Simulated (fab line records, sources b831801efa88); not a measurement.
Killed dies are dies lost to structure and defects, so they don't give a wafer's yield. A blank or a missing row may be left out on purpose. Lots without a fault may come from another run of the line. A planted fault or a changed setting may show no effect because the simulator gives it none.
Which tool did it? | flow sky130 | 11 lots, 33 wafers sampled, at 2 steps of a route of 708

WHAT THE GAUGES READ, wafer by wafer
SKY_LDD_P_TW_MEAS_11.
lot  | measured     | on            | LDD_P_TW
L268 | day 19 09:35 | film_metro-03 | 637 634 637
L269 | day 19 12:44 | film_metro-02 | 635 629 632
L273 | day 21 03:38 | film_metro-01 | 653 659 654
L275 | day 22 00:13 | film_metro-02 | 658 655 657
L279 | day 23 12:19 | film_metro-03 | 640 641 643
L282 | day 24 21:36 | film_metro-03 | 637 638 639
L283 | day 25 03:51 | film_metro-02 | 631 628 631
L285 | day 25 16:42 | film_metro-03 | 635 632 630
L287 | day 26 05:11 | film_metro-02 | 627 629 629
L288 | day 26 13:58 | film_metro-01 | 630 632 629
L289 | day 26 23:04 | film_metro-01 | 630 628 629

WHICH TOOL RAN EACH LOT (tool, then ch and the chambers of the sampled wafers, then the start)
lot  | SKY_LDD_P_IMPLANT_09
L268 | implanter-04 ch 0, day 19 09:20
L269 | implanter-03 ch 0, day 19 12:29
L273 | implanter-03 ch 0, day 21 03:23
L275 | implanter-03 ch 0, day 22 00:00
L279 | implanter-04 ch 0, day 23 12:04
L282 | implanter-03 ch 0, day 24 21:21
L283 | implanter-04 ch 0, day 25 03:36
L285 | implanter-03 ch 0, day 25 16:27
L287 | implanter-03 ch 0, day 26 04:56
L288 | implanter-01 ch 0, day 26 13:43
L289 | implanter-04 ch 0, day 26 22:49
- SKY_LDD_P_IMPLANT_09

THE ANSWER, worked out from the rows above alone
Rule: what is usual is taken from the lots themselves. Put in order of their means at a reading, lots are off if they are a third of the lots or fewer, leave a main group of 4 or more, and stand apart from it by a gap of 3 or more times the standard deviation of the main group's means; of several such gaps the widest counts. A main group whose means are all the same, to the digits that the tables above print for the reading, isn't used. A lot without any number at a reading at which 4 lots or more have one is off too. The other lots that the step has rows for count as sound.
Off: L273, L275, at SKY_LDD_P_TW_MEAS_11 (LDD_P_TW). The main group: mean 633, standard deviation 4.2.
A tool fits if, at a process step before that reading, it ran every lot that is off, and no sound lot after the first of them. The gauges at SKY_LDD_P_TW_MEAS_11 are tried like those tools. None of those tried fits.

WHAT THE SIMULATOR HAD PUT IN
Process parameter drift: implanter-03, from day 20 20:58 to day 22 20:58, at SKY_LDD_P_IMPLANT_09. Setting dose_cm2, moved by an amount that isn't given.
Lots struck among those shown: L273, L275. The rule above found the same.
